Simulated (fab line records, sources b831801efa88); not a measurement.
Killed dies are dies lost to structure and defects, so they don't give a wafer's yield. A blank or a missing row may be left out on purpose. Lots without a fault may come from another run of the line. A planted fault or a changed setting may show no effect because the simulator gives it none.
fab line records | flow gf180mcu
record lots=5 wafers=15 last_day=33
route steps=602 shown M3@415 V3@429
lots that met no fault: from a run of the same line without faults
start_h: hours from the record's first day to the start of the lot's first wafer shown | wait_h: hours since the lot's step before | " the same as in the row above | L1.1+2: a row that stands for several wafers | - no value, or no start given | * or withheld: withheld | < > ~ a bound
route shown NAME@n: a module of which the file shows steps, and the number in the route of the first | usual: mean/standard deviation of fault-free wafers | same: alike in all rows | chamber/n: place in a boat | sites: the reading at each site | _std_site: their standard deviation | _edge_site: outer sites' mean less inner sites' | radius_mm: how far each site lies from the wafer's centre | mask NAME#n: copy n | behind: the tool/chamber that last shaped the wafer | hold: why the lot was held/for how many hours/how that ended | device: the transistor (n, p or np) that didn't switch | end of line: the same wafers' tests at the end of the route | a step without rows: its recipe alone | killed: dies lost to structure and defects at the first sort, not the wafer's yield | map: a wafer's dies, x killed, . not, _ none there
set.NAME: the setting as run; set.NAME@STEP: as run at that earlier step | model.NAME: the simulator's own value behind a step, which no gauge read
lots at some steps of the route; a table a step, a row a wafer
services: from which hour (start_h, from the record's first day; less than 0 if before it) a tool's chamber was out of use, for how many hours, and why
## steps
# step GF_M3_THK_MEAS_06
# recipe thk_meas_gauge=xrf reads=AlCu_of_M3_SPUTTER_02
# usual M3_ALCU_THK=456/5.6
# columns lot.wafer tool chamber start_h wait_h M3_ALCU_THK[nm]
L076.1 film_metro-03 - 481.70 0.1 455
L076.3 " - " " 458
L076.4 " - " " 454
L077.1 film_metro-02 - 491.10 0.1 457
L077.2 " - " " 456
L077.5 " - " " 455
L078.1 film_metro-01 - 501.98 0.1 461
L078.2 " - " " 452
L078.3 " - " " 458
L079.1 film_metro-01 - 508.30 0.1 455
L079.2 " - " " 462
L079.3 " - " " 461
L091.4 film_metro-02 - 610.69 0.1 460
L091.5 " - " " 456
L091.6 " - " " 462
# step GF_M3_DEHYDRATE_07
# recipe temp_c=200 time_s=60
# usual plate_temp_C=200.00/0.14
# columns lot.wafer tool chamber start_h wait_h plate_temp_C
L076.1 litho_track-02 0 492.85 11.1 200.08
L076.3 " 0 " " 200.33
L076.4 " 0 " " 200.15
L077.1 litho_track-03 0 502.11 11.0 200.09
L077.2 " 0 " " 199.86
L077.5 " 0 " " 200.09
L078.1 litho_track-03 0 513.16 11.2 199.85
L078.2 " 0 " " 199.82
L078.3 " 0 " " 199.86
L079.1 litho_track-01 0 518.98 10.7 199.92
L079.2 " 0 " " 200.04
L079.3 " 0 " " 199.80
L091.4 litho_track-03 0 620.38 9.7 200.06
L091.5 " 0 " " 200.02
L091.6 " 0 " " 199.91
# step GF_M3_HMDS_08
# recipe prime_time_s=60 prime_temp_c=120
# columns lot.wafer tool chamber start_h wait_h
L076.1+3+4 litho_track-02 0 493.00 0.1
L077.1+2+5 litho_track-03 0 502.26 0.1
L078.1+2+3 litho_track-03 0 513.31 0.1
L079.1+2+3 litho_track-01 0 519.13 0.1
L091.4+5+6 litho_track-03 0 620.53 0.1
# step GF_M3_COAT_09
# recipe resist=KrF spin_rpm=withheld resist_thk_nm=1000
# columns lot.wafer tool chamber start_h wait_h
L076.1+3+4 litho_track-02 0 493.15 0.1
L077.1+2+5 litho_track-03 0 502.41 0.1
L078.1+2+3 litho_track-03 0 513.46 0.1
L079.1+2+3 litho_track-01 0 519.28 0.1
L091.4+5+6 litho_track-03 0 620.68 0.1
# step GF_M3_SOFTBAKE_10
# recipe temp_c=130 time_s=60 resist=KrF
# usual plate_temp_C=129.99/0.12
# columns lot.wafer tool chamber start_h wait_h plate_temp_C
L076.1 litho_track-02 0 493.30 0.1 130.24
L076.3 " 0 " " 130.17
L076.4 " 0 " " 130.21
L077.1 litho_track-03 0 502.56 0.1 129.85
L077.2 " 0 " " 129.80
L077.5 " 0 " " 130.08
L078.1 litho_track-03 0 513.61 0.1 130.07
L078.2 " 0 " " 130.10
L078.3 " 0 " " 130.03
L079.1 litho_track-01 0 519.43 0.1 129.79
L079.2 " 0 " " 130.02
L079.3 " 0 " " 129.83
L091.4 litho_track-03 0 620.83 0.1 129.85
L091.5 " 0 " " 130.04
L091.6 " 0 " " 130.07
# step GF_M3_EXPOSE_11
# recipe mask_id=Metal3 target_cd_nm=280 na=0.68 source_shape=conventional sigma_outer=0.6 dose_mj=28
# usual focus_offset_nm=-0.1/0.47
# columns lot.wafer tool chamber start_h wait_h mask focus_offset_nm
L076.1 krf_scanner-02 0 - - Metal3#0 0.9
L076.3 " 0 " " Metal3#0 0.3
L076.4 " 0 " " Metal3#0 0.0
L077.1 krf_scanner-02 0 - - Metal3#0 0.4
L077.2 " 0 " " Metal3#0 0.4
L077.5 " 0 " " Metal3#0 1.0
L078.1 krf_scanner-02 0 - - Metal3#0 0.0
L078.2 " 0 " " Metal3#0 0.7
L078.3 " 0 " " Metal3#0 0.4
L079.1 krf_scanner-01 0 - - Metal3#0 -0.4
L079.2 " 0 " " Metal3#0 -0.6
L079.3 " 0 " " Metal3#0 0.6
L091.4 krf_scanner-01 0 - - Metal3#0 -0.4
L091.5 " 0 " " Metal3#0 -0.4
L091.6 " 0 " " Metal3#0 -0.7
# step GF_M3_PEB_12
# recipe peb_temp_c=135 peb_time_s=90 resist=KrF
# usual plate_temp_C=134.99/0.13
# columns lot.wafer tool chamber start_h wait_h plate_temp_C
L076.1 litho_track-02 0 - - 134.72
L076.3 " 0 " " 135.02
L076.4 " 0 " " 134.92
L077.1 litho_track-03 0 - - 134.98
L077.2 " 0 " " 135.29
L077.5 " 0 " " 135.10
L078.1 litho_track-03 0 - - 134.87
L078.2 " 0 " " 135.04
L078.3 " 0 " " 134.99
L079.1 litho_track-02 0 - - 134.98
L079.2 " 0 " " 134.93
L079.3 " 0 " " 135.04
L091.4 litho_track-01 0 - - 135.02
L091.5 " 0 " " 135.10
L091.6 " 0 " " 134.99
# step GF_M3_DEVELOP_13
# recipe develop_time_s=60 dev_temp_c=21
# columns lot.wafer tool chamber start_h wait_h
L076.1+3+4 litho_track-02 0 505.30 0.2
L077.1+2+5 litho_track-03 0 514.56 0.2
L078.1+2+3 litho_track-03 0 525.11 0.2
L079.1+2+3 litho_track-02 0 530.85 0.2
L091.4+5+6 litho_track-01 0 630.81 0.1
# step GF_M3_CD_MEAS_14
# recipe target_cd_nm=280
# usual cd_nm=280.5/1.2
# columns lot.wafer tool chamber start_h wait_h cd_nm
L076.1 cd_sem-02 - 505.45 0.1 279.7
L076.3 " - " " 278.4
L076.4 " - " " 279.5
L077.1 cd_sem-02 - 514.71 0.1 278.4
L077.2 " - " " 279.1
L077.5 " - " " 279.3
L078.1 cd_sem-01 - 525.26 0.1 280.8
L078.2 " - " " 279.8
L078.3 " - " " 279.3
L079.1 cd_sem-02 - 531.00 0.1 281.3
L079.2 " - " " 280.5
L079.3 " - " " 282.0
L091.4 cd_sem-01 - 630.94 0.1 281.2
L091.5 " - " " 280.7
L091.6 " - " " 281.3
# step GF_M3_OVL_MEAS_15
# usual M3_OVL=-2/5.1
# columns lot.wafer tool chamber start_h wait_h M3_OVL[nm]
L076.1 overlay-02 - 505.57 0.1 -10
L076.3 " - " " -11
L076.4 " - " " -3
L077.1 overlay-01 - 514.83 0.1 -4
L077.2 " - " " -3
L077.5 " - " " -7
L078.1 overlay-01 - 525.39 0.1 6
L078.2 " - " " -1
L078.3 " - " " 0
L079.1 overlay-02 - 531.12 0.1 -2
L079.2 " - " " -3
L079.3 " - " " -1
L091.4 overlay-02 - 631.02 0.1 4
L091.5 " - " " 3
L091.6 " - " " 5
# step GF_M3_METAL_ETCH_16
# recipe chemistry=Cl2/BCl3 mask_material=KrF target_depth_nm=627.5 stop_on=SiO2 pressure_mtorr=8 icp_w=800 bias_w=140 Cl2_flow_sccm=80 bcl3_flow_sccm=40 time_s=104.6
# usual drypump_motor_current_A=5.9/0.38 oes_product_au=0.974/0.0065 throttle_valve_pct=28.248/0.011
# columns lot.wafer tool chamber start_h wait_h drypump_motor_current_A oes_product_au rf_hours_counter_h throttle_valve_pct
L076.1 rie_metal-04 1 505.61 0.0 6.2 0.978 3 28.244
L076.3 " 1 " " 6.2 0.979 - 28.241
L076.4 " 0 " " 5.8 0.973 - 28.256
L077.1 rie_metal-02 0 514.86 0.0 6.3 0.976 5 28.234
L077.2 " 0 " " 6.4 0.974 - 28.256
L077.5 " 0 " " 6.4 0.979 - 28.245
L078.1 rie_metal-04 0 525.43 0.0 5.8 0.969 10 28.234
L078.2 " 1 " " 6.2 0.977 4 28.261
L078.3 " 0 " " 5.7 0.973 - 28.244
L079.1 rie_metal-04 1 531.16 0.0 6.2 0.963 4 28.250
L079.2 " 0 " " 5.8 0.972 10 28.246
L079.3 " 1 " " 6.2 0.979 - 28.227
L091.4 rie_metal-02 0 631.08 0.0 6.3 0.979 - 28.247
L091.5 " 1 " " 5.2 0.967 - 28.238
L091.6 " 0 " " 6.3 0.981 - 28.247
# step GF_M3_STRIP_17
# recipe chemistry=O2/N2 power_w=1400 pressure_mtorr=1500 platen_temp_c=250 o2_flow_sccm=3000 n2_flow_sccm=300 overash_fraction=0.5
# usual drypump_motor_current_A=5.9/0.35 heater_power_w=373/24 oes_product_au=0.557/0.0045 strip_time_to_endpoint_s=7.86/0.045
# columns lot.wafer tool chamber start_h wait_h drypump_motor_current_A heater_power_w oes_product_au rf_hours_counter_h strip_time_to_endpoint_s
L076.1 plasma_asher-01 0 505.72 0.1 5.5 345 0.553 8 7.79
L076.3 " 1 " " 5.2 383 0.554 - 7.80
L076.4 " 0 " " 5.5 355 0.551 - 7.88
L077.1 plasma_asher-03 1 515.09 0.2 5.9 360 0.558 72 7.87
L077.2 " 0 " " 6.0 411 0.560 72 7.90
L077.5 " 1 " " 5.9 351 0.556 - 7.87
L078.1 plasma_asher-02 1 525.54 0.1 5.9 347 0.556 90 7.91
L078.2 " 0 " " 6.3 393 0.559 90 7.83
L078.3 " 0 " " 6.3 394 0.557 - 7.88
L079.1 plasma_asher-02 1 531.27 0.1 5.9 352 0.563 90 7.91
L079.2 " 0 " " 6.3 394 0.556 90 7.92
L079.3 " 0 " " 6.3 389 0.558 - 7.87
L091.4 plasma_asher-03 0 631.18 0.1 6.0 402 0.547 - 7.87
L091.5 " 0 " " 6.0 398 0.561 - 7.83
L091.6 " 1 " " 5.9 361 0.557 - 7.86
# step GF_M3_STRIP_18
# recipe chemistry=post_etch_residue_remover time_s=1200 temp_c=72.5
# columns lot.wafer tool chamber start_h wait_h
L076.1+3+4 wet_bench-01 3 505.82 0.1
L077.1+2+5 wet_bench-03 2 515.19 0.1
L078.1+2+3 wet_bench-02 1 525.64 0.1
L079.1+2+3 wet_bench-01 2 531.37 0.1
L091.4+5+6 wet_bench-01 1 631.25 0.0
# step GF_M3_CLEAN_19
# recipe chemistry=DIW dry=n2_spin
# columns lot.wafer tool chamber start_h wait_h
L076.1+3+4 wet_bench-03 2 506.16 0.0
L077.1+2+5 wet_bench-02 2 515.63 0.0
L078.1+2+3 wet_bench-01 2 525.98 0.0
L079.1+2+3 wet_bench-03 1 531.71 0.0
L091.4+5+6 wet_bench-03 1 631.59 0.0
# step GF_V3_CVD_00
# recipe material=SiO2 target_thk_nm=600 sigma_open_frac=0.3 temp_c=400 time_s=100 sih4_flow_sccm=60 pressure_mtorr=6
# columns lot.wafer tool chamber start_h wait_h
L076.1+3+4 hdpcvd-01 1,0,2 506.25 0.0
L077.1+2+5 hdpcvd-02 0,2,1 515.72 0.0
L078.1+2+3 hdpcvd-02 1,2,0 526.07 0.0
L079.1+2+3 hdpcvd-01 0,2,1 531.80 0.0
L091.4+5+6 hdpcvd-01 0,1,2 631.83 0.0
# step GF_V3_THK_MEAS_01
# recipe reads=SiO2_of_V3_CVD_00
# usual V3_CVD_00_THK=603/6.8
# columns lot.wafer tool chamber start_h wait_h V3_CVD_00_THK[nm]
L076.1 film_metro-02 - 506.33 0.0 617
L076.3 " - " " 618
L076.4 " - " " 614
L077.1 film_metro-02 - 515.80 0.0 604
L077.2 " - " " 609
L077.5 " - " " 607
L078.1 film_metro-02 - 526.14 0.0 603
L078.2 " - " " 607
L078.3 " - " " 603
L079.1 film_metro-04 - 531.88 0.0 602
L079.2 " - " " 608
L079.3 " - " " 606
L091.4 film_metro-02 - 631.90 0.0 607
L091.5 " - " " 602
L091.6 " - " " 602
# step GF_V3_CVD_02
# recipe material=SiO2 target_thk_nm=850 precursor=TEOS temp_c=400 time_s=94.851 rf_w=600
# usual heater_power_w=704/130
# columns lot.wafer tool chamber start_h wait_h heater_power_w
L076.1 pecvd-02 2 506.39 0.1 625
L076.3 " 0 " " 641
L076.4 " 0 " " 498
L077.1 pecvd-03 0 515.86 0.1 623
L077.2 " 1 " " 765
L077.5 " 2 " " 866
L078.1 pecvd-03 2 526.20 0.1 862
L078.2 " 0 " " 563
L078.3 " 1 " " 709
L079.1 pecvd-02 0 531.94 0.1 540
L079.2 " 2 " " 660
L079.3 " 1 " " 781
L091.4 pecvd-02 2 631.96 0.1 668
L091.5 " 1 " " 639
L091.6 " 0 " " 640
# step GF_V3_THK_MEAS_03
# recipe reads=SiO2_of_V3_CVD_02
# usual V3_CVD_02_THK=847/9.8
# columns lot.wafer tool chamber start_h wait_h V3_CVD_02_THK[nm]
L076.1 film_metro-04 - 506.46 0.0 842
L076.3 " - " " 839
L076.4 " - " " 844
L077.1 film_metro-02 - 515.93 0.0 841
L077.2 " - " " 836
L077.5 " - " " 846
L078.1 film_metro-03 - 526.27 0.0 838
L078.2 " - " " 855
L078.3 " - " " 841
L079.1 film_metro-02 - 532.00 0.0 836
L079.2 " - " " 850
L079.3 " - " " 846
L091.4 film_metro-03 - 632.03 0.0 844
L091.5 " - " " 852
L091.6 " - " " 848
# step GF_V3_CMP_04
# recipe material=SiO2 down_force_psi=4 platen_rpm=60 pad_velocity_m_s=0.94248
# usual motor_current_A=12.0/1.9 retaining_ring_pressure_frac=1.000/0.005 time_to_endpoint_s=80/5.6
# columns lot.wafer tool chamber start_h wait_h motor_current_A retaining_ring_pressure_frac time_to_endpoint_s
L076.4 cmp-02 3 506.52 0.0 9.0 1.008 74
L076.1 " 0 " " 14.5 0.997 72
L076.3 " 2 " " 11.3 0.996 78
L077.1 cmp-02 2 515.99 0.1 11.4 1.004 80
L077.2 " 0 " " 14.8 1.005 74
L077.5 " 3 " " 9.1 0.991 75
L078.3 cmp-01 2 526.33 0.0 13.0 1.000 77
L078.1 " 3 " " 13.3 1.004 76
L078.2 " 0 " " 11.2 0.995 81
L079.3 cmp-02 0 532.11 0.1 14.9 1.000 75
L079.1 " 1 " " 13.9 0.995 68
L079.2 " 2 " " 10.8 0.997 78
L091.4 cmp-02 3 632.32 0.3 9.5 0.993 78
L091.5 " 0 " " 14.6 0.997 88
L091.6 " 1 " " 13.3 0.997 82
# step GF_V3_BOW_MEAS_05
# recipe mode=bow
# usual V3_BOW=119/8.5
# columns lot.wafer tool chamber start_h wait_h V3_BOW[um]
L076.1 film_metro-02 - 506.82 0.2 131
L076.3 " - " " 115
L076.4 " - " " 125
L077.1 film_metro-04 - 516.29 0.2 121
L077.2 " - " " 127
L077.5 " - " " 123
L078.1 film_metro-03 - 526.63 0.2 122
L078.2 " - " " 114
L078.3 " - " " 116
L079.1 film_metro-03 - 532.36 0.1 113
L079.2 " - " " 112
L079.3 " - " " 115
L091.4 film_metro-02 - 632.53 0.2 107
L091.5 " - " " 114
L091.6 " - " " 111
# step GF_V3_DEHYDRATE_06
# recipe temp_c=200 time_s=60
# usual plate_temp_C=199.95/0.16
# columns lot.wafer tool chamber start_h wait_h plate_temp_C
L076.1 litho_track-02 0 517.95 11.1 199.85
L076.3 " 0 " " 199.99
L076.4 " 0 " " 199.89
L077.1 litho_track-02 0 527.40 11.1 199.71
L077.2 " 0 " " 199.86
L077.5 " 0 " " 199.89
L078.1 litho_track-03 0 537.61 11.0 199.95
L078.2 " 0 " " 200.34
L078.3 " 0 " " 199.99
L079.1 litho_track-03 0 543.36 11.0 199.92
L079.2 " 0 " " 199.89
L079.3 " 0 " " 199.97
L091.4 litho_track-04 0 642.00 9.4 199.66
L091.5 " 0 " " 199.93
L091.6 " 0 " " 199.89
# step GF_V3_HMDS_07
# recipe prime_time_s=60 prime_temp_c=120
# columns lot.wafer tool chamber start_h wait_h
L076.1+3+4 litho_track-02 0 518.10 0.1
L077.1+2+5 litho_track-02 0 527.55 0.1
L078.1+2+3 litho_track-03 0 537.76 0.1
L079.1+2+3 litho_track-03 0 543.51 0.1
L091.4+5+6 litho_track-04 0 642.15 0.1
# step GF_V3_COAT_08
# recipe resist=BARC temp_c=withheld time_s=withheld spin_rpm=withheld resist_thk_nm=withheld
# columns lot.wafer tool chamber start_h wait_h
L076.1+3+4 litho_track-02 0 518.25 0.1
L077.1+2+5 litho_track-02 0 527.70 0.1
L078.1+2+3 litho_track-03 0 537.91 0.1
L079.1+2+3 litho_track-03 0 543.66 0.1
L091.4+5+6 litho_track-04 0 642.30 0.1
# step GF_V3_COAT_09
# recipe resist=KrF spin_rpm=withheld resist_thk_nm=1000
# columns lot.wafer tool chamber start_h wait_h
L076.1+3+4 litho_track-02 0 - -
L077.1+2+5 litho_track-02 0 - -
L078.1+2+3 litho_track-03 0 - -
L079.1+2+3 litho_track-03 0 - -
L091.4+5+6 litho_track-04 0 - -
# step GF_V3_SOFTBAKE_10
# recipe temp_c=130 time_s=60 resist=KrF
# usual plate_temp_C=129.99/0.14
# columns lot.wafer tool chamber start_h wait_h plate_temp_C
L076.1 litho_track-02 0 - - 129.98
L076.3 " 0 " " 129.77
L076.4 " 0 " " 130.08
L077.1 litho_track-02 0 - - 130.02
L077.2 " 0 " " 130.17
L077.5 " 0 " " 129.95
L078.1 litho_track-03 0 - - 129.80
L078.2 " 0 " " 130.02
L078.3 " 0 " " 129.65
L079.1 litho_track-03 0 - - 129.98
L079.2 " 0 " " 129.98
L079.3 " 0 " " 130.01
L091.4 litho_track-04 0 - - 129.92
L091.5 " 0 " " 129.94
L091.6 " 0 " " 129.86
# step GF_V3_EXPOSE_11
# recipe mask_id=Via3 target_cd_nm=260 na=0.68 source_shape=conventional sigma_outer=0.6 dose_mj=38
# usual focus_offset_nm=-0.1/0.54
# columns lot.wafer tool chamber start_h wait_h mask focus_offset_nm
L076.1 krf_scanner-02 0 - - Via3#0 -1.2
L076.3 " 0 " " Via3#0 -0.2
L076.4 " 0 " " Via3#0 0.2
L077.1 krf_scanner-02 0 - - Via3#0 -0.4
L077.2 " 0 " " Via3#0 -0.3
L077.5 " 0 " " Via3#0 -0.6
L078.1 krf_scanner-01 0 - - Via3#0 0.6
L078.2 " 0 " " Via3#0 -0.5
L078.3 " 0 " " Via3#0 0.8
L079.1 krf_scanner-02 0 - - Via3#0 -0.4
L079.2 " 0 " " Via3#0 0.3
L079.3 " 0 " " Via3#0 -0.6
L091.4 krf_scanner-02 0 - - Via3#0 0.4
L091.5 " 0 " " Via3#0 0.0
L091.6 " 0 " " Via3#0 0.1
# step GF_V3_PEB_12
# recipe peb_temp_c=135 peb_time_s=87.84 resist=KrF
# usual plate_temp_C=134.97/0.13
# columns lot.wafer tool chamber start_h wait_h plate_temp_C
L076.1 litho_track-04 0 - - 134.84
L076.3 " 0 " " 134.89
L076.4 " 0 " " 134.84
L077.1 litho_track-02 0 - - 134.93
L077.2 " 0 " " 134.81
L077.5 " 0 " " 135.06
L078.1 litho_track-04 0 - - 134.85
L078.2 " 0 " " 135.09
L078.3 " 0 " " 134.93
L079.1 litho_track-04 0 - - 134.87
L079.2 " 0 " " 135.15
L079.3 " 0 " " 135.04
L091.4 litho_track-02 0 - - 135.07
L091.5 " 0 " " 135.09
L091.6 " 0 " " 135.04
# step GF_V3_DEVELOP_13
# recipe develop_time_s=60 resist=KrF dev_temp_c=21
# columns lot.wafer tool chamber start_h wait_h
L076.1+3+4 litho_track-04 0 530.37 0.2
L077.1+2+5 litho_track-02 0 539.35 0.2
L078.1+2+3 litho_track-04 0 549.12 0.2
L079.1+2+3 litho_track-04 0 555.27 0.2
L091.4+5+6 litho_track-02 0 651.98 0.1
# step GF_V3_CD_MEAS_14
# recipe target_cd_nm=260
# usual cd_nm=260.2/1.1
# columns lot.wafer tool chamber start_h wait_h cd_nm
L076.1 cd_sem-02 - 530.52 0.1 262.9
L076.3 " - " " 262.6
L076.4 " - " " 261.6
L077.1 cd_sem-02 - 539.50 0.1 260.0
L077.2 " - " " 258.9
L077.5 " - " " 258.5
L078.1 cd_sem-02 - 549.27 0.1 259.9
L078.2 " - " " 260.0
L078.3 " - " " 260.5
L079.1 cd_sem-02 - 555.42 0.1 257.8
L079.2 " - " " 259.2
L079.3 " - " " 258.1
L091.4 cd_sem-01 - 652.15 0.1 259.6
L091.5 " - " " 260.2
L091.6 " - " " 260.0
# step GF_V3_OVL_MEAS_15
# usual V3_OVL=-1/6.5
# columns lot.wafer tool chamber start_h wait_h V3_OVL[nm]
L076.1 overlay-02 - 530.64 0.1 7
L076.3 " - " " 6
L076.4 " - " " 6
L077.1 overlay-02 - 539.62 0.1 -10
L077.2 " - " " -2
L077.5 " - " " -9
L078.1 overlay-02 - 549.39 0.1 11
L078.2 " - " " 2
L078.3 " - " " 14
L079.1 overlay-02 - 555.54 0.1 -9
L079.2 " - " " -2
L079.3 " - " " -5
L091.4 overlay-01 - 652.23 0.1 -6
L091.5 " - " " -1
L091.6 " - " " -5
# step GF_V3_ETCH_16
# recipe chemistry=N2/H2 target_depth_a=withheld overetch_a=withheld time_s=withheld target=BARC ion_energy_ev=200 source_w=500 bias_w=100 pressure_mtorr=30 n2_flow_sccm=100 h2_flow_sccm=200
# usual drypump_motor_current_A=5.6/0.38 oes_product_au=0.854/0.0048 throttle_valve_pct=13.225/0.0092
# columns lot.wafer tool chamber start_h wait_h drypump_motor_current_A oes_product_au throttle_valve_pct
L076.1 rie_diel-02 2 530.68 0.0 5.3 0.858 13.200
L076.3 " 1 " " 6.1 0.850 13.222
L076.4 " 3 " " 5.1 0.850 13.217
L077.1 rie_diel-01 0 539.66 0.0 6.6 0.852 13.221
L077.2 " 3 " " 5.2 0.856 13.220
L077.5 " 3 " " 5.2 0.853 13.221
L078.1 rie_diel-01 1 549.43 0.0 5.5 0.852 13.229
L078.2 " 3 " " 5.2 0.853 13.217
L078.3 " 0 " " 6.6 0.853 13.228
L079.1 rie_diel-01 1 555.58 0.0 5.5 0.848 13.229
L079.2 " 3 " " 5.2 0.850 13.234
L079.3 " 2 " " 5.6 0.860 13.224
L091.4 rie_diel-03 3 652.24 0.0 5.5 0.860 13.215
L091.5 " 2 " " 5.4 0.860 13.219
L091.6 " 1 " " 5.5 0.848 13.221
# step GF_V3_ETCH_17
# recipe chemistry=C4F8/O2/Ar mask_material=KrF target=SiO2 stop_on=TiN source_w=1500 bias_w=1200 pressure_mtorr=40 c4f8_flow_sccm=withheld O2_flow_sccm=6 Ar_flow_sccm=300 time_s=withheld target_depth_a=6350
# usual oes_product_au=0.857/0.0049
# columns lot.wafer tool chamber start_h wait_h oes_product_au
L076.1 rie_diel-02 2 - - 0.857
L076.3 " 1 " " 0.866
L076.4 " 3 " " 0.854
L077.1 rie_diel-01 0 - - 0.858
L077.2 " 3 " " 0.867
L077.5 " 3 " " 0.851
L078.1 rie_diel-01 1 - - 0.861
L078.2 " 3 " " 0.855
L078.3 " 0 " " 0.859
L079.1 rie_diel-01 1 - - 0.855
L079.2 " 3 " " 0.861
L079.3 " 2 " " 0.848
L091.4 rie_diel-03 3 - - 0.854
L091.5 " 2 " " 0.859
L091.6 " 1 " " 0.856
# step GF_V3_STRIP_18
# recipe chemistry=O2/N2 power_w=1400 pressure_mtorr=1500 platen_temp_c=250 o2_flow_sccm=3000 n2_flow_sccm=300 overash_fraction=0.5
# usual drypump_motor_current_A=5.6/0.36 heater_power_w=344/44 oes_product_au=0.592/0.005
# columns lot.wafer tool chamber start_h wait_h drypump_motor_current_A heater_power_w oes_product_au rf_hours_counter_h
L076.1 plasma_asher-04 1 530.81 - 6.1 331 0.589 42
L076.3 " 1 " " 6.1 330 0.589 -
L076.4 " 0 " " 5.2 265 0.593 -
L077.1 plasma_asher-01 0 539.79 - 5.4 342 0.597 12
L077.2 " 1 " " 5.2 387 0.590 12
L077.5 " 0 " " 5.5 349 0.598 -
L078.1 plasma_asher-04 0 549.56 - 5.3 270 0.589 44
L078.2 " 1 " " 6.1 331 0.589 44
L078.3 " 0 " " 5.2 266 0.594 -
L079.1 plasma_asher-04 1 555.71 - 6.1 325 0.598 45
L079.2 " 0 " " 5.2 269 0.595 45
L079.3 " 1 " " 6.1 328 0.603 -
L091.4 plasma_asher-03 0 652.41 - 6.0 399 0.600 -
L091.5 " 0 " " 6.0 413 0.589 -
L091.6 " 1 " " 5.9 354 0.593 -
# step GF_V3_STRIP_19
# recipe chemistry=post_etch_residue_remover time_s=1200 temp_c=72.5
# columns lot.wafer tool chamber start_h wait_h
L076.1+3+4 wet_bench-04 3 530.91 0.1
L077.1+2+5 wet_bench-03 2 539.89 0.1
L078.1+2+3 wet_bench-02 0 549.66 0.1
L079.1+2+3 wet_bench-04 3 555.81 0.1
L091.4+5+6 wet_bench-02 3 652.47 0.0
# step GF_V3_CLEAN_20
# recipe chemistry=DIW dry=n2_spin
# columns lot.wafer tool chamber start_h wait_h
L076.1+3+4 wet_bench-03 0 531.25 0.0
L077.1+2+5 wet_bench-02 2 540.23 0.0
L078.1+2+3 wet_bench-03 1 550.34 0.0
L079.1+2+3 wet_bench-02 3 556.15 0.0
L091.4+5+6 wet_bench-04 1 652.84 0.0
# step GF_V3_SPUTTER_21
# recipe material=Ti target_thk_nm=15 chamber_pressure_pa=5 power_w=2500 substrate_temp_c=200 time_s=80.02
# usual throttle_valve_pct=30.2/0.74
# columns lot.wafer tool chamber start_h wait_h throttle_valve_pct
L076.1 pvd_sputter-01 - 531.34 0.0 29.6
L076.3 " - " " 30.6
L076.4 " - " " 31.5
L077.1 pvd_sputter-04 - 540.33 0.0 30.3
L077.2 " - " " 30.3
L077.5 " - " " 29.8
L078.1 pvd_sputter-04 - 550.43 0.0 30.6
L078.2 " - " " 30.0
L078.3 " - " " 30.2
L079.1 pvd_sputter-04 - 556.24 0.0 30.1
L079.2 " - " " 31.0
L079.3 " - " " 30.3
L091.4 pvd_sputter-04 - 652.94 0.0 30.2
L091.5 " - " " 30.0
L091.6 " - " " 31.1
# step GF_V3_SPUTTER_22
# recipe material=TiN target_thk_nm=10 chamber_pressure_pa=5 power_w=4000 time_s=40
# usual throttle_valve_pct=30.2/0.76
# columns lot.wafer tool chamber start_h wait_h throttle_valve_pct
L076.1 pvd_sputter-01 - 531.40 0.0 29.5
L076.3 " - " " 30.8
L076.4 " - " " 31.2
L077.1 pvd_sputter-04 - 540.39 0.0 30.6
L077.2 " - " " 30.3
L077.5 " - " " 29.8
L078.1 pvd_sputter-04 - 550.50 0.0 30.5
L078.2 " - " " 29.9
L078.3 " - " " 30.3
L079.1 pvd_sputter-04 - 556.30 0.0 30.1
L079.2 " - " " 30.9
L079.3 " - " " 29.9
L091.4 pvd_sputter-04 - 653.00 0.0 30.3
L091.5 " - " " 29.7
L091.6 " - " " 30.7
# step GF_V3_CVD_23
# recipe material=W target_thk_nm=350 time_s=104.9 temp_c=402 pressure_torr=40
# usual chamber_pressure_Torr=39.99/0.083 heater_power_w=853/61
# columns lot.wafer tool chamber start_h wait_h chamber_pressure_Torr heater_power_w
L076.1 cvd_w-01 0 531.44 0.0 40.03 933
L076.3 " 0 " " 39.98 915
L076.4 " 1 " " 40.04 871
L077.1 cvd_w-02 1 540.43 0.0 39.88 824
L077.2 " 0 " " 40.06 767
L077.5 " 1 " " 39.99 821
L078.1 cvd_w-02 0 550.53 0.0 39.75 775
L078.2 " 1 " " 40.09 811
L078.3 " 1 " " 40.03 817
L079.1 cvd_w-01 1 556.34 0.0 40.07 858
L079.2 " 0 " " 39.97 925
L079.3 " 1 " " 40.00 873
L091.4 cvd_w-01 0 653.07 0.1 40.01 928
L091.5 " 0 " " 40.03 919
L091.6 " 1 " " 40.03 865
# step GF_V3_RS_MEAS_24
# recipe thk_meas_gauge=four-point-probe reads=W_of_V3_CVD_23+TiN_of_V3_SPUTTER_22+Ti_of_V3_SPUTTER_21
# usual V3_W_RS=0.317/0.0046
# columns lot.wafer tool chamber start_h wait_h V3_W_RS[ohm/sq]
L076.1 film_metro-03 - 531.56 0.1 0.316
L076.3 " - " " 0.316
L076.4 " - " " 0.317
L077.1 film_metro-04 - 540.55 0.1 0.310
L077.2 " - " " 0.324
L077.5 " - " " 0.313
L078.1 film_metro-03 - 550.65 0.1 0.326
L078.2 " - " " 0.317
L078.3 " - " " 0.314
L079.1 film_metro-02 - 556.45 0.1 0.322
L079.2 " - " " 0.316
L079.3 " - " " 0.323
L091.4 film_metro-02 - 653.21 0.1 0.315
L091.5 " - " " 0.313
L091.6 " - " " 0.318
## services
# columns tool chamber start_h hours kind
krf_scanner-02 - 480.20 1.0 pm
krf_scanner-01 - 482.45 1.0 pm
cvd_w-01 - 488.12 28.1 pm
rie_metal-04 - 493.86 0.6 repair
rie_diel-01 - 498.53 2.8 pm
krf_scanner-02 - 498.96 0.8 pm
wet_bench-02 - 500.37 1.7 repair
krf_scanner-02 - 508.74 0.2 repair
krf_scanner-02 - 509.68 0.2 repair
cvd_w-01 - 516.22 14.6 pm
cmp-02 - 516.58 1.9 repair
plasma_asher-03 - 517.23 3.2 repair
cmp-02 - 533.45 1.0 repair
pecvd-02 2 546.01 10.6 repair
krf_scanner-01 - 554.12 1.3 pm
krf_scanner-02 - 555.95 1.0 repair
cvd_w-01 1 569.39 1.9 repair
hdpcvd-01 1 572.88 10.5 repair
wet_bench-01 - 583.14 1.9 pm
krf_scanner-02 - 583.62 0.8 repair
krf_scanner-02 - 637.18 1.3 pm
krf_scanner-02 - 638.85 0.3 repair
rie_diel-01 - 646.94 0.8 repair
krf_scanner-02 - 649.20 1.0 pm
## key
fault none
